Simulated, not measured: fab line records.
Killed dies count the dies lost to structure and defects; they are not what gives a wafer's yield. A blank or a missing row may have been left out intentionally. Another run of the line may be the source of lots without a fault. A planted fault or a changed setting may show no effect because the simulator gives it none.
Which tool did it? | flow gf180mcu | 11 lots, 33 wafers sampled, at 6 steps of a route of 602

## WHAT THE GAUGES READ, wafer by wafer
GF_M2_RS_MEAS_05: uses a four-point probe to measure. Usual: M2_ALCU_RS gives 0.0694 ohm/sq (standard deviation 0.0007).
lot  | measured     | on           | M2_ALCU_RS (ohm/sq)  | flag
L327 | day 18 11:31 | filmMetro-03 | 0.0710 0.0694 0.0697 | 
L328 | day 18 18:55 | filmMetro-03 | 0.0694 0.0701 0.0697 | 
L330 | day 19 09:10 | filmMetro-01 | 0.0684 0.0685 0.0680 | 
L331 | day 19 19:52 | filmMetro-01 | 0.0693 0.0687 0.0689 | 
L336 | day 21 12:39 | filmMetro-03 | 0.0698 0.0692 0.0669 | 
L345 | day 24 15:33 | filmMetro-01 | 0.0685 0.0685 0.0687 | 
L346 | day 24 23:29 | filmMetro-03 | 0.0702 0.0696 0.0700 | 
L347 | day 25 07:56 | filmMetro-04 | 0.0690 0.0686 0.0686 | 
L348 | day 25 15:45 | filmMetro-04 | 0.0691 0.0685 0.0680 | 
L349 | day 25 17:14 | filmMetro-01 | 0.0689 0.0688 0.0698 | 
L350 | day 25 22:25 | filmMetro-03 | 0.0701 0.0699 0.0701 | 

GF_M2_THK_MEAS_06: measures by xrf. Usual: M2_ALCU_THK gives 454 nm (standard deviation 4.5).
lot  | measured     | on           | M2_ALCU_THK (nm) | flag
L327 | day 18 11:37 | filmMetro-03 | 447 457 453      | 
L328 | day 18 19:02 | filmMetro-03 | 454 452 455      | 
L330 | day 19 09:16 | filmMetro-01 | 460 458 463      | 
L331 | day 19 19:59 | filmMetro-01 | 454 456 454      | 
L336 | day 21 12:46 | filmMetro-03 | 453 456 472      | 
L345 | day 24 15:39 | filmMetro-01 | 460 463 458      | 
L346 | day 24 23:35 | filmMetro-03 | 449 456 451      | 
L347 | day 25 08:03 | filmMetro-04 | 453 453 457      | 
L348 | day 25 15:50 | filmMetro-04 | 453 457 457      | 
L349 | day 25 17:22 | filmMetro-01 | 453 456 447      | 
L350 | day 25 22:31 | filmMetro-03 | 451 452 453      | 

GF_V2_RS_MEAS_24: uses a four-point probe to measure. Usual: V2_W_RS gives 0.3267 ohm/sq (standard deviation 0.0026).
lot  | measured     | on           | V2_W_RS (ohm/sq)     | flag
L327 | day 20 14:59 | filmMetro-02 | 0.3245 0.3244 0.3258 | 
L328 | day 20 21:02 | filmMetro-02 | 0.3259 0.3236 0.3251 | 
L330 | day 21 12:10 | filmMetro-04 | 0.3289 0.3237 0.3214 | 
L331 | day 21 21:11 | filmMetro-01 | 0.3281 0.3308 0.3334 | 
L336 | day 23 13:16 | filmMetro-02 | 0.3271 0.3234 0.3220 | 
L345 | day 26 11:31 | filmMetro-04 | 0.3293 0.3352 0.3292 | 
L346 | day 26 19:24 | filmMetro-01 | 0.3263 0.3239 0.3291 | 
L347 | day 27 04:52 | filmMetro-01 | 0.3210 0.3187 0.3249 | 
L348 | day 27 11:55 | filmMetro-04 | 0.3300 0.3252 0.3273 | 
L349 | day 27 13:32 | filmMetro-01 | 0.3267 0.3250 0.3295 | 
L350 | day 27 18:12 | filmMetro-01 | 0.3294 0.3274 0.3279 | 

## TOOL THAT RAN EACH LOT (tool first, then ch and the chambers of the sampled wafers, then the start)
lot  | GF_M2_SPUTTER_02            | GF_M2_STRIP_17                      | GF_V2_ETCH_16
L327 | pvdSputter-02, day 18 11:23 | plasmaAsher-03 ch 0,1, day 19 12:29 | rieDiel-02 ch 0,1,3, day 20 14:02
L328 | pvdSputter-02, day 18 18:49 | plasmaAsher-04 ch 0,1, day 19 19:29 | rieDiel-02 ch 0,1, day 20 20:07
L330 | pvdSputter-03, day 19 09:02 | plasmaAsher-01 ch 0,1, day 20 09:38 | rieDiel-01 ch 2,3, day 21 11:14
L331 | pvdSputter-02, day 19 19:46 | plasmaAsher-04 ch 0,1, day 20 18:54 | rieDiel-01 ch 2,3, day 21 20:16
L336 | pvdSputter-03, day 21 12:34 | plasmaAsher-04 ch 0,1, day 22 11:58 | rieDiel-03 ch 0,1,3, day 23 12:23
L345 | pvdSputter-03, day 24 15:25 | plasmaAsher-03 ch 0,1, day 25 12:49 | rieDiel-02 ch 0,1,2, day 26 10:35
L346 | pvdSputter-03, day 24 23:21 | plasmaAsher-03 ch 0,1, day 25 20:36 | rieDiel-01 ch 0,1,3, day 26 18:29
L347 | pvdSputter-03, day 25 07:50 | plasmaAsher-01 ch 0,1, day 26 05:38 | rieDiel-02 ch 0,1,3, day 27 03:58
L348 | pvdSputter-03, day 25 15:36 | plasmaAsher-03 ch 0,1, day 26 12:50 | rieDiel-03 ch 1,2,3, day 27 10:59
L349 | pvdSputter-03, day 25 17:09 | plasmaAsher-04 ch 0,1, day 26 14:24 | rieDiel-02 ch 1,2,3, day 27 12:40
L350 | pvdSputter-02, day 25 22:17 | plasmaAsher-04 ch 0,1, day 26 19:44 | rieDiel-01 ch 0,1,2, day 27 17:17
- GF_M2_SPUTTER_02: material AlCu, target thk 450 nm, time 23.9 s.
- GF_M2_STRIP_17: strips in O2/N2.
- GF_V2_ETCH_16: etches BARC in N2/H2.

## WHAT THE TOOLS THEMSELVES READ (means of the sampled wafers that have a number; where no wafer has one, the mark that the record gives instead)
GF_M2_SPUTTER_02. Usual: throttleValvePct 29.2 %, standard deviation 0.8.
lot  | tool          | throttleValvePct (%) | flag
L327 | pvdSputter-02 | 28.8                 | 
L328 | pvdSputter-02 | 28.5                 | 
L330 | pvdSputter-03 | 29.0                 | 
L331 | pvdSputter-02 | 29.4                 | 
L336 | pvdSputter-03 | 29.0                 | 
L345 | pvdSputter-03 | 30.0                 | 
L346 | pvdSputter-03 | 29.8                 | 
L347 | pvdSputter-03 | 29.6                 | 
L348 | pvdSputter-03 | 29.3                 | 
L349 | pvdSputter-03 | 29.4                 | 
L350 | pvdSputter-02 | 28.7                 | 

GF_M2_STRIP_17. Usual: drypumpMotorCurrentA 5.7 A, standard deviation 0.41; heaterPowerW 319 W, standard deviation 41; oesProductAu 0.556 a.u., standard deviation 0.0049; stripTimeToEndpointS 7.854 s, standard deviation 0.027.
lot  | tool           | drypumpMotorCurrentA (A) | heaterPowerW (W) | oesProductAu (a.u.) | stripTimeToEndpointS (s) | flag
L327 | plasmaAsher-03 | 5.7                      | 358              | 0.560               | 7.866                    | 
L328 | plasmaAsher-04 | 5.4                      | 282              | 0.561               | 7.893                    | 
L330 | plasmaAsher-01 | 5.6                      | 330              | 0.554               | 7.867                    | 
L331 | plasmaAsher-04 | 5.7                      | 280              | 0.558               | 7.840                    | 
L336 | plasmaAsher-04 | 5.4                      | 281              | 0.559               | 7.851                    | 
L345 | plasmaAsher-03 | 5.7                      | 357              | 0.557               | 7.821                    | 
L346 | plasmaAsher-03 | 5.8                      | 357              | 0.561               | 7.857                    | 
L347 | plasmaAsher-01 | 5.6                      | 328              | 0.562               | 7.868                    | 
L348 | plasmaAsher-03 | 5.9                      | 368              | 0.554               | 7.843                    | 
L349 | plasmaAsher-04 | 5.6                      | 280              | 0.551               | 7.857                    | 
L350 | plasmaAsher-04 | 5.6                      | 286              | 0.551               | 7.839                    | 

GF_V2_ETCH_16. Usual: drypumpMotorCurrentA 5.7 A, standard deviation 0.5; oesProductAu 0.855 a.u., standard deviation 0.0046; throttleValvePct 13.224 %, standard deviation 0.0099.
lot  | tool       | drypumpMotorCurrentA (A) | oesProductAu (a.u.) | throttleValvePct (%) | flag
L327 | rieDiel-02 | 5.7                      | 0.852               | 13.222               | 
L328 | rieDiel-02 | 5.7                      | 0.855               | 13.233               | 
L330 | rieDiel-01 | 5.4                      | 0.854               | 13.221               | 
L331 | rieDiel-01 | 5.4                      | 0.856               | 13.221               | 
L336 | rieDiel-03 | 5.7                      | 0.858               | 13.230               | 
L345 | rieDiel-02 | 5.8                      | 0.852               | 13.228               | 
L346 | rieDiel-01 | 5.6                      | 0.855               | 13.228               | 
L347 | rieDiel-02 | 5.7                      | 0.853               | 13.228               | 
L348 | rieDiel-03 | 5.6                      | 0.850               | 13.221               | 
L349 | rieDiel-02 | 5.4                      | 0.855               | 13.228               | 
L350 | rieDiel-01 | 5.7                      | 0.851               | 13.217               | 

## THE ANSWER, worked out from the rows above alone
Rule: a lot is off if the mean of its wafers that have a number lies more than 3 standard deviations from the usual mean. A lot without any number at a reading at which 4 lots or more have one is off too. Any other lot the step has rows for is counted as sound. After the gauges, taken in route order, come the tools' own readings; for these a lot's mean is taken, as printed above. At the first step where some lot is off, the reading lying furthest off is the one used; lots without a number count as furthest.
Across all readings shown, no lot is off: no conclusion can be drawn from this.

## WHAT THE SIMULATOR PUT IN
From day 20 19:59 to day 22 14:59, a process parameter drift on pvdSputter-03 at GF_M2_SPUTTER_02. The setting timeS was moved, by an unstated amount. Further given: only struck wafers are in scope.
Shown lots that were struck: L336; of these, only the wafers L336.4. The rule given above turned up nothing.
